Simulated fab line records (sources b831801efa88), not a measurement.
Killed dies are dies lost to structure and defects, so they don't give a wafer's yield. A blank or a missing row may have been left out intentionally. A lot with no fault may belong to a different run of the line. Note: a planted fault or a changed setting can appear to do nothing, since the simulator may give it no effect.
fab line records | flow sky130
record lots=11 | wafers=33 | last_day=50
route steps=708 shown SD_N@346 CONTACT@422 VIA1@478 METAL2@486 PAD_OPEN@708
lots that met no fault: from a run of the same line without faults
start_h: hours from the record's opening day to when the first of the lot's shown wafers began | wait_h: hours elapsed since this lot's preceding step | " as in the row above | L1.1+2: several wafers, shown together as one row | - no value, or no start was given | * or withheld: withheld | < > ~ a bound
route shown NAME@n: names a module that has steps shown in the file, with the first one's number in the route | usual: mean and standard deviation over wafers with no fault | same: alike in all rows | chamber/n: place in a boat | sites: each site's reading | _std_site: their standard deviation | _edge_site: inner sites' mean taken away from outer sites' mean | radius_mm: how far each site lies from the wafer's centre | mask NAME#n: copy n | behind: the most recent tool/chamber to have shaped the wafer | hold: cause of the lot's hold/its duration in hours/its outcome | device: names the non-switching transistor (n, p or np) | end of line: the route-end tests of the same wafers | a step given without rows: its recipe and nothing more | killed: dies that structure and defects cost at the first sort, which is not the same as the wafer's yield | map: dies across one wafer; x = killed, . = not, _ = none there
set.NAME: the setting the step ran with; set.NAME@STEP: the setting that earlier step ran with | model.NAME: the simulator's own value behind a step, which no gauge read
route steps across a sampled set of lots; one table per step, one row per wafer
services: from which hour (start_h, from the record's first day; less than 0 if before it) a tool's chamber was out of use, for how many hours, and why
## steps
# step SKY_SD_N_EXPOSE_04
# recipe mask_id=NSDM | na=0.6 | source_shape=conventional | sigma_outer=0.6 | polarization=unpolarized | target_cd_nm=380 | dose_mj=141
lot.wafer  | tool             | chamber | start_h | wait_h | mask
L535.2+4+5 | iline_stepper-02 | 0       | 641.73  | -      | NSDM#0
L536.4+5+6 | iline_stepper-02 | 0       | 650.72  | -      | NSDM#0
L537.1+3+6 | iline_stepper-02 | 0       | 664.81  | -      | NSDM#0
L538.3+4+5 | iline_stepper-01 | 0       | 675.30  | -      | NSDM#0
L539.1+3+5 | iline_stepper-02 | 0       | 675.54  | -      | NSDM#0
L540.2+3+6 | iline_stepper-01 | 0       | 689.08  | -      | NSDM#0
L541.3+5+6 | iline_stepper-01 | 0       | 700.10  | -      | NSDM#0
L545.2+4+5 | iline_stepper-01 | 0       | 731.20  | -      | URPM#0
L548.2+4+5 | iline_stepper-01 | 0       | 750.53  | -      | NSDM#0
L555.1+2+5 | iline_stepper-01 | 0       | 806.99  | -      | NSDM#0
L556.2+3+6 | iline_stepper-02 | 0       | 812.35  | -      | NSDM#0
# step SKY_SD_N_CD_MEAS_07
# recipe target_cd_nm=380
# usual cd_nm=379.6/2.8
lot.wafer | tool      | chamber | start_h | wait_h | cd_nm
L535.2    | cd_sem-02 | -       | 654.95  | 0.1    | 380.5
L535.4    | "         | -       | "       | "      | 381.4
L535.5    | "         | -       | "       | "      | 380.1
L536.4    | cd_sem-01 | -       | 665.17  | 0.1    | 382.3
L536.5    | "         | -       | "       | "      | 381.2
L536.6    | "         | -       | "       | "      | 381.8
L537.1    | cd_sem-02 | -       | 677.96  | 0.1    | 377.3
L537.3    | "         | -       | "       | "      | 376.2
L537.6    | "         | -       | "       | "      | 376.4
L538.3    | cd_sem-02 | -       | 689.20  | 0.1    | 374.1
L538.4    | "         | -       | "       | "      | 375.5
L538.5    | "         | -       | "       | "      | 377.0
L539.1    | cd_sem-01 | -       | 689.75  | 0.1    | 379.5
L539.3    | "         | -       | "       | "      | 383.1
L539.5    | "         | -       | "       | "      | 381.9
L540.2    | cd_sem-02 | -       | 702.72  | 0.1    | 382.2
L540.3    | "         | -       | "       | "      | 382.5
L540.6    | "         | -       | "       | "      | 381.2
L541.3    | cd_sem-02 | -       | 713.49  | 0.1    | 378.9
L541.5    | "         | -       | "       | "      | 380.8
L541.6    | "         | -       | "       | "      | 378.6
L545.2    | cd_sem-02 | -       | 744.37  | 0.1    | -
L545.4    | "         | -       | "       | "      | -
L545.5    | "         | -       | "       | "      | -
L548.2    | cd_sem-01 | -       | 763.43  | 0.1    | 375.4
L548.4    | "         | -       | "       | "      | 377.7
L548.5    | "         | -       | "       | "      | 376.5
L555.1    | cd_sem-02 | -       | 820.07  | 0.1    | 379.5
L555.2    | "         | -       | "       | "      | 381.5
L555.5    | "         | -       | "       | "      | 380.7
L556.2    | cd_sem-01 | -       | 825.24  | 0.1    | 377.5
L556.3    | "         | -       | "       | "      | 379.5
L556.6    | "         | -       | "       | "      | 378.2
# step SKY_SD_N_TW_MEAS_12
# usual SD_N_TW=3986/50
lot.wafer | tool          | chamber | start_h | wait_h | SD_N_TW
L535.2    | film_metro-01 | -       | 655.50  | 0.1    | 4036
L535.4    | "             | -       | "       | "      | 4047
L535.5    | "             | -       | "       | "      | 4017
L536.4    | film_metro-01 | -       | 665.70  | 0.1    | 4068
L536.5    | "             | -       | "       | "      | 4052
L536.6    | "             | -       | "       | "      | 4034
L537.1    | film_metro-01 | -       | 678.52  | 0.1    | 4016
L537.3    | "             | -       | "       | "      | 3998
L537.6    | "             | -       | "       | "      | 4014
L538.3    | film_metro-03 | -       | 689.74  | 0.1    | 3942
L538.4    | "             | -       | "       | "      | 3916
L538.5    | "             | -       | "       | "      | 3940
L539.1    | film_metro-03 | -       | 690.31  | 0.1    | 3922
L539.3    | "             | -       | "       | "      | 3900
L539.5    | "             | -       | "       | "      | 3910
L540.2    | film_metro-04 | -       | 703.27  | 0.1    | 3956
L540.3    | "             | -       | "       | "      | 3944
L540.6    | "             | -       | "       | "      | 3938
L541.3    | film_metro-01 | -       | 714.03  | 0.1    | 4044
L541.5    | "             | -       | "       | "      | 4038
L541.6    | "             | -       | "       | "      | 4060
L545.2    | film_metro-01 | -       | 744.92  | 0.1    | 30
L545.4    | "             | -       | "       | "      | 30
L545.5    | "             | -       | "       | "      | 30
L548.2    | film_metro-01 | -       | 763.98  | 0.1    | 4004
L548.4    | "             | -       | "       | "      | 4016
L548.5    | "             | -       | "       | "      | 3994
L555.1    | film_metro-04 | -       | 820.62  | 0.1    | 3947
L555.2    | "             | -       | "       | "      | 3963
L555.5    | "             | -       | "       | "      | 3940
L556.2    | film_metro-03 | -       | 825.78  | 0.1    | 3890
L556.3    | "             | -       | "       | "      | 3887
L556.6    | "             | -       | "       | "      | 3900
# step SKY_CONTACT_ETCH_16
# recipe chemistry=N2/H2 | target=BARC | ion_energy_ev=200 | source_w=515.9 | bias_w=100 | pressure_mtorr=30 | n2_flow_sccm=100 | h2_flow_sccm=200 | stop_on=SiO2 | time_s=45.9 | target_depth_a=600
# usual drypump_motor_current_A=5.7/0.39 | n2_flow_sccm=100.05/0.28 | oes_product_au=0.856/0.0046 | throttle_valve_pct=13.224/0.0094
lot.wafer | tool        | chamber | start_h | wait_h | drypump_motor_current_A | n2_flow_sccm | oes_product_au | rf_hours_counter_h | throttle_valve_pct
L535.2    | rie_diel-01 | 1       | 744.07  | 0.0    | 6.2                     | 99.69        | 0.859          | 21                 | 13.228
L535.4    | "           | 3       | "       | "      | 6.1                     | 100.08       | 0.864          | 10                 | 13.219
L535.5    | "           | 3       | "       | "      | 6.2                     | 100.45       | 0.863          | -                  | 13.209
L536.4    | rie_diel-02 | 0       | 752.52  | 0.0    | 5.7                     | 99.74        | 0.850          | 0                  | 13.230
L536.5    | "           | 2       | "       | "      | 5.4                     | 100.49       | 0.856          | -                  | 13.227
L536.6    | "           | 1       | "       | "      | 6.0                     | 99.90        | 0.860          | -                  | 13.230
L537.1    | rie_diel-02 | 0       | 766.48  | 0.0    | 5.7                     | 100.11       | 0.848          | 0                  | 13.216
L537.3    | "           | 2       | "       | "      | 5.4                     | 99.85        | 0.853          | 11                 | 13.215
L537.6    | "           | 2       | "       | "      | 5.4                     | 100.40       | 0.858          | -                  | 13.214
L538.3    | rie_diel-03 | 2       | 776.82  | 0.0    | 5.4                     | 100.08       | 0.855          | 16                 | 13.224
L538.4    | "           | 3       | "       | "      | 5.7                     | 100.41       | 0.857          | 8                  | 13.227
L538.5    | "           | 3       | "       | "      | 5.7                     | 99.79        | 0.852          | -                  | 13.236
L539.1    | rie_diel-01 | 0       | 777.47  | 0.0    | 6.2                     | 100.02       | 0.859          | 22                 | 13.232
L539.3    | "           | 2       | "       | "      | 4.8                     | 100.51       | 0.860          | 15                 | 13.242
L539.5    | "           | 3       | "       | "      | 6.1                     | 100.06       | 0.855          | -                  | 13.232
L540.2    | rie_diel-01 | 2       | 790.78  | 0.0    | 4.8                     | 100.34       | 0.858          | 16                 | 13.229
L540.3    | "           | 0       | "       | "      | 6.2                     | 99.61        | 0.855          | 22                 | 13.228
L540.6    | "           | 1       | "       | "      | 6.2                     | 99.92        | 0.860          | -                  | 13.239
L541.3    | rie_diel-02 | 2       | 799.48  | 0.0    | 5.4                     | 100.02       | 0.856          | 12                 | 13.228
L541.5    | "           | 1       | "       | "      | 6.0                     | 100.19       | 0.861          | -                  | 13.223
L541.6    | "           | 2       | "       | "      | 5.4                     | 99.74        | 0.855          | -                  | 13.223
L545.2    | rie_diel-03 | 1       | 829.14  | 0.0    | 5.9                     | 99.91        | 0.855          | 13                 | 13.209
L545.4    | "           | 2       | "       | "      | 5.4                     | 100.17       | 0.860          | 18                 | 13.226
L545.5    | "           | 3       | "       | "      | 5.7                     | 100.24       | 0.851          | -                  | 13.211
L548.2    | rie_diel-03 | 3       | 847.37  | 0.0    | 5.7                     | 100.11       | 0.857          | 11                 | 13.222
L548.4    | "           | 2       | "       | "      | 5.4                     | 100.22       | 0.861          | 18                 | 13.222
L548.5    | "           | 0       | "       | "      | 6.1                     | 100.11       | 0.849          | -                  | 13.241
L555.1    | rie_diel-01 | 0       | 901.22  | 0.0    | 6.2                     | 99.95        | 0.844          | 26                 | 13.240
L555.2    | "           | 1       | "       | "      | 6.2                     | 99.83        | 0.850          | 26                 | 13.223
L555.5    | "           | 2       | "       | "      | 4.8                     | 100.42       | 0.853          | -                  | 13.221
L556.2    | rie_diel-02 | 2       | 908.69  | 0.0    | 5.4                     | 100.07       | 0.851          | 16                 | 13.233
L556.3    | "           | 3       | "       | "      | 5.4                     | 100.09       | 0.849          | 11                 | 13.213
L556.6    | "           | 0       | "       | "      | 5.6                     | 99.72        | 0.850          | -                  | 13.225
# step SKY_VIA1_SPUTTER_20
# recipe material=TiN | target_thk_nm=20 | chamber_pressure_pa=5 | power_w=4000 | time_s=80
# usual chamber_pressure_pa=5.001/0.0092 | throttle_valve_pct=30.6/1.2
lot.wafer | tool           | chamber | start_h | wait_h | chamber_pressure_pa | throttle_valve_pct
L535.2    | pvd_sputter-04 | -       | 801.11  | 0.0    | 4.994               | 32.4
L535.4    | "              | -       | "       | "      | 4.990               | 31.1
L535.5    | "              | -       | "       | "      | 4.997               | 28.8
L536.4    | pvd_sputter-01 | -       | 809.99  | 0.0    | 4.990               | 31.2
L536.5    | "              | -       | "       | "      | 4.999               | 30.3
L536.6    | "              | -       | "       | "      | 4.995               | 31.6
L537.1    | pvd_sputter-01 | -       | 824.15  | 0.0    | 4.994               | 31.4
L537.3    | "              | -       | "       | "      | 4.998               | 28.5
L537.6    | "              | -       | "       | "      | 4.995               | 31.9
L538.3    | pvd_sputter-02 | -       | 833.14  | 0.0    | 4.994               | 30.7
L538.4    | "              | -       | "       | "      | 4.990               | 31.7
L538.5    | "              | -       | "       | "      | 5.007               | 30.3
L539.1    | pvd_sputter-01 | -       | 833.79  | 0.0    | 5.001               | 31.2
L539.3    | "              | -       | "       | "      | 5.004               | 30.7
L539.5    | "              | -       | "       | "      | 4.992               | 32.1
L540.2    | pvd_sputter-02 | -       | 847.10  | 0.0    | 4.997               | 30.4
L540.3    | "              | -       | "       | "      | 4.984               | 30.4
L540.6    | "              | -       | "       | "      | 5.009               | 30.3
L541.3    | pvd_sputter-04 | -       | 855.68  | 0.0    | 5.001               | 29.6
L541.5    | "              | -       | "       | "      | 4.991               | 29.8
L541.6    | "              | -       | "       | "      | 4.995               | 31.1
L545.2    | pvd_sputter-01 | -       | 885.41  | 0.0    | 5.007               | 31.8
L545.4    | "              | -       | "       | "      | 4.993               | 30.7
L545.5    | "              | -       | "       | "      | 5.010               | 31.1
L548.2    | pvd_sputter-01 | -       | 901.70  | 0.0    | 4.998               | 30.6
L548.4    | "              | -       | "       | "      | 5.014               | 28.3
L548.5    | "              | -       | "       | "      | 5.002               | 31.0
L555.1    | pvd_sputter-04 | -       | 954.11  | 0.0    | 5.012               | 29.0
L555.2    | "              | -       | "       | "      | 4.992               | 32.6
L555.5    | "              | -       | "       | "      | 5.007               | 29.7
L556.2    | pvd_sputter-04 | -       | 960.59  | 0.0    | 5.008               | 31.1
L556.3    | "              | -       | "       | "      | 5.006               | 32.4
L556.6    | "              | -       | "       | "      | 4.995               | 28.8
# step SKY_METAL2_SPUTTER_03
# recipe material=Ti | target_thk_nm=5 | power_w=3000 | time_s=3.3 | chamber_pressure_pa=0.4
# usual chamber_pressure_pa=0.4001/0.00085 | throttle_valve_pct=30.5/1.1
lot.wafer | tool           | chamber | start_h | wait_h | chamber_pressure_pa | throttle_valve_pct
L535.2    | pvd_sputter-01 | -       | 801.82  | 0.0    | 0.4003              | 28.4
L535.4    | "              | -       | "       | "      | 0.4012              | 30.8
L535.5    | "              | -       | "       | "      | 0.4005              | 32.0
L536.4    | pvd_sputter-04 | -       | 810.69  | 0.0    | 0.3999              | 29.5
L536.5    | "              | -       | "       | "      | 0.4009              | 32.7
L536.6    | "              | -       | "       | "      | 0.3987              | 28.8
L537.1    | pvd_sputter-03 | -       | 824.85  | 0.0    | 0.3995              | 30.7
L537.3    | "              | -       | "       | "      | 0.4005              | 29.5
L537.6    | "              | -       | "       | "      | 0.3978              | 30.8
L538.3    | pvd_sputter-03 | -       | 833.85  | 0.0    | 0.4000              | 31.0
L538.4    | "              | -       | "       | "      | 0.3993              | 31.1
L538.5    | "              | -       | "       | "      | 0.3985              | 29.9
L539.1    | pvd_sputter-04 | -       | 834.49  | 0.0    | 0.4013              | 31.0
L539.3    | "              | -       | "       | "      | 0.4014              | 32.2
L539.5    | "              | -       | "       | "      | 0.4007              | 32.5
L540.2    | pvd_sputter-04 | -       | 847.81  | 0.0    | 0.3981              | 29.5
L540.3    | "              | -       | "       | "      | 0.3986              | 29.1
L540.6    | "              | -       | "       | "      | 0.3992              | 29.0
L541.3    | pvd_sputter-01 | -       | 856.39  | 0.0    | 0.4004              | 31.8
L541.5    | "              | -       | "       | "      | 0.4019              | 32.0
L541.6    | "              | -       | "       | "      | 0.4011              | 31.0
L545.2    | pvd_sputter-03 | -       | 886.12  | 0.0    | 0.4002              | 30.9
L545.4    | "              | -       | "       | "      | 0.3998              | 30.1
L545.5    | "              | -       | "       | "      | 0.3996              | 31.0
L548.2    | pvd_sputter-04 | -       | 902.40  | 0.0    | 0.4009              | 31.0
L548.4    | "              | -       | "       | "      | 0.4009              | 32.7
L548.5    | "              | -       | "       | "      | 0.3998              | 28.8
L555.1    | pvd_sputter-03 | -       | 954.82  | 0.0    | 0.4002              | 30.3
L555.2    | "              | -       | "       | "      | 0.4012              | 30.9
L555.5    | "              | -       | "       | "      | 0.3990              | 31.3
L556.2    | pvd_sputter-01 | -       | 961.39  | 0.0    | 0.4014              | 28.5
L556.3    | "              | -       | "       | "      | 0.3999              | 31.7
L556.6    | "              | -       | "       | "      | 0.4005              | 28.4
# step SKY_PAD_OPEN_PROBE_99
# usual killed_at_M0_to_M3=43/6.3 | killed_at_M4_up=3.1/1.9 | killed_at_contacts=24/5.1 | killed_at_front_end=14/4.3 | killed_at_other=0.3/0.53 | killed_dies=85/8.8 | killed_on_rim=17/3.9 | killed_open=46/7.1 | killed_short=38/5.9
# same gross_dies=492 | killed_at_back_side=0
lot.wafer | tool      | chamber | start_h | wait_h | killed_at_M0_to_M3 | killed_at_M4_up | killed_at_contacts | killed_at_front_end | killed_at_other | killed_dies | killed_on_rim | killed_open | killed_short
L539.1    | prober-01 | -       | 1108.44 | 0.1    | 32                 | 2               | 18                 | 10                  | 1               | 63          | 13            | 40          | 23
L539.3    | prober-01 | -       | 1108.54 | 0.2    | 38                 | 1               | 26                 | 11                  | 0               | 76          | 13            | 47          | 29
L539.5    | prober-01 | -       | 1108.64 | 0.2    | 41                 | 1               | 19                 | 16                  | 0               | 77          | 13            | 38          | 39
L545.2    | prober-01 | -       | 1145.50 | 0.1    | 46                 | 2               | 18                 | 426                 | 0               | 492         | 96            | 45          | 40
L545.4    | prober-01 | -       | 1145.60 | 0.2    | 41                 | 4               | 21                 | 426                 | 0               | 492         | 96            | 41          | 36
L545.5    | prober-01 | -       | 1145.65 | 0.2    | 42                 | 2               | 27                 | 420                 | 1               | 492         | 96            | 41          | 51
# killed by level:class
L539.1 LI_CONTACT:geometric_particle:open=10 VIA1:geometric_particle:open=8 VIA3:geometric_particle:open=5 FIELD_ISO:geometric_particle:open=4 VIA2:geometric_particle:open=4 CONTACT:geometric_particle:open=4 METAL2:geometric_particle:short=4 FIELD_ISO:geometric_particle:short=3
L539.3 VIA1:geometric_particle:open=13 LI_CONTACT:geometric_particle:open=7 CONTACT:geometric_particle:open=7 VIA3:geometric_particle:open=6 LI_CONTACT:geometric_particle:short=5 CONTACT:geometric_particle:short=5 FIELD_ISO:geometric_particle:open=4 POLY_GATE:geometric_particle:open=4
L539.5 METAL2:geometric_particle:short=9 LI_CONTACT:geometric_particle:open=7 METAL3:geometric_particle:short=6 CONTACT:geometric_particle:open=6 VIA1:geometric_particle:open=6 METAL1:geometric_particle:short=5 VIA3:geometric_particle:open=5 FIELD_ISO:geometric_particle:short=4
L545.2 SD_N:area_expose=407 VIA1:geometric_particle:open=10 FIELD_ISO:geometric_particle:short=8 METAL1:geometric_particle:short=8 CONTACT:geometric_particle:open=8 LI_CONTACT:geometric_particle:open=7 VIA2:geometric_particle:open=7 METAL2:geometric_particle:short=6
L545.4 SD_N:area_expose=415 VIA1:geometric_particle:open=12 CONTACT:geometric_particle:open=8 METAL1:geometric_particle:short=7 LI_CONTACT:geometric_particle:open=6 VIA3:geometric_particle:short=5 FIELD_ISO:geometric_particle:short=4 LOCAL_INTERCONNECT:geometric_particle:short=4
L545.5 SD_N:area_expose=400 LI_CONTACT:geometric_particle:open=9 CONTACT:geometric_particle:open=9 METAL1:geometric_particle:short=8 VIA1:geometric_particle:open=8 LOCAL_INTERCONNECT:geometric_particle:short=7 FIELD_ISO:geometric_particle:open=5 METAL3:geometric_particle:short=5
## services
tool             | chamber | start_h | hours | kind
rie_diel-01      | 2       | 620.75  | 20.1  | repair
rie_diel-02      | 3       | 621.17  | 9.9   | repair
rie_diel-01      | 0       | 622.54  | 14.4  | repair
rie_diel-02      | 2       | 628.66  | 6.9   | repair
iline_stepper-02 | -       | 634.01  | 3.7   | repair
iline_stepper-02 | -       | 644.92  | 2.0   | repair
pvd_sputter-03   | -       | 649.92  | 7.4   | repair
iline_stepper-01 | -       | 656.73  | 2.1   | pm
rie_diel-02      | 3       | 674.76  | 8.8   | repair
iline_stepper-02 | -       | 684.30  | 1.2   | repair
rie_diel-01      | 3       | 687.03  | 7.5   | repair
pvd_sputter-01   | -       | 713.60  | 0.6   | repair
iline_stepper-02 | -       | 714.30  | 8.9   | pm
pvd_sputter-04   | -       | 745.36  | 0.6   | repair
iline_stepper-02 | -       | 748.30  | 1.7   | pm
pvd_sputter-04   | -       | 750.07  | 2.2   | repair
rie_diel-02      | 3       | 764.69  | 3.4   | repair
iline_stepper-01 | -       | 780.04  | 1.7   | pm
rie_diel-01      | 3       | 795.34  | 8.8   | repair
pvd_sputter-03   | -       | 802.00  | 1.0   | repair
pvd_sputter-04   | -       | 817.12  | 1.9   | repair
pvd_sputter-01   | -       | 821.23  | 1.0   | repair
pvd_sputter-03   | -       | 891.88  | 2.8   | repair
iline_stepper-01 | -       | 938.06  | 2.7   | repair
## key
first_sign step=SKY_SD_N_EXPOSE_04 | reading=mask | direction=changed
effect step=SKY_SD_N_CD_MEAS_07 | reading=cd_nm | direction=missing
effect step=SKY_SD_N_TW_MEAS_12 | reading=SD_N_TW | direction=down | sigmas=79 | usual=3986 | struck=30
effect step=SKY_PAD_OPEN_PROBE_99 | reading=killed_at_front_end | direction=up | sigmas=96 | usual=14 | struck=424
more_kills_born_at SKY_SD_N_EXPOSE_04@iline_stepper-01=1222
met_at SKY_SD_N_EXPOSE_04
struck_lots L545
tester_left_out L545
not_acting_at SKY_CONTACT_ETCH_16,SKY_VIA1_SPUTTER_20,SKY_METAL2_SPUTTER_03
onset_between 700.10 731.20
fault kind=wrong_mask | tool=any | chamber=- | onset_h=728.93 | steps=SKY_SD_N_EXPOSE_04 | aux_copy=URPM#0 | scope=struck_lots_only
# tester_left_out: of these lots the tester's yield and bins aren't shown, on N5 and GAA mostly nor the transistor test; their killed dies are dies lost to structure and defects alone, not to doping, threshold or leakage, so they don't give the yield
